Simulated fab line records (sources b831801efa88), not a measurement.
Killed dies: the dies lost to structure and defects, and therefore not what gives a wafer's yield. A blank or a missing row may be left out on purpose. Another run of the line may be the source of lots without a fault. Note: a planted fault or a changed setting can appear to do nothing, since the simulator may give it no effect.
Matching of chambers    flow sky130    4 sister chambers for SKY_VIA2_ETCH_15 on rie-diel-01
The step etches SiO2 in C4F8/O2/Ar, stops on TiN, target depth 546 nm, time 84 s. 4 wafers are shown with their chamber, then 11 later ones without.

## WAFERS WITH THEIR CHAMBER
wafer   chamber  oes-product-au (a.u.)
L089.5  1        0.944
L091.5  3        0.945
L091.6  2        0.934
L092.2  0        0.943

## WAFERS WITHOUT THEIR CHAMBER
wafer   oes-product-au (a.u.)
L092.5  0.942
L092.6  0.939
L093.1  0.938
L093.2  0.944
L093.4  0.941
L095.1  0.941
L095.5  0.936
L095.6  0.940
L097.3  0.944
L097.4  0.940
L097.5  0.939

## WHICH CHAMBER EACH ONE RAN IN
wafer   from the rows above                in truth
L092.5  can't be placed: 0 or 1 or 3       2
L092.6  can't be placed: 0 or 2 or 1 or 3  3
L093.1  can't be placed: 2 or 0 or 1 or 3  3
L093.2  can't be placed: 1 or 0 or 3       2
L093.4  can't be placed: 0 or 1 or 3 or 2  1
L095.1  can't be placed: 0 or 1 or 3 or 2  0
L095.5  can't be placed: 2 or 0            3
L095.6  can't be placed: 0 or 1 or 3 or 2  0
L097.3  can't be placed: 1 or 0 or 3       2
L097.4  can't be placed: 0 or 1 or 3 or 2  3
L097.5  can't be placed: 0 or 2 or 1 or 3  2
Placed correctly: 0 of 11. These rows do not allow placing 11 (true chamber among the candidates in 7). Placed wrongly: 0.
How it was worked out, from the rows above alone: a wafer's distance from a chamber is the root of the sum, over the readings, of the square of ((its reading less the chamber's mean) divided by the reading's scatter). If the next closest chamber is less than 2 further off than the closest, the wafer can't be placed; otherwise it belongs to the closest. For every chamber, the mean is computed from those of its wafers that are shown. The scatter (one wafer shown for each chamber): square how far every hidden wafer sits from the nearest shown wafer, average those squares and take the square root.
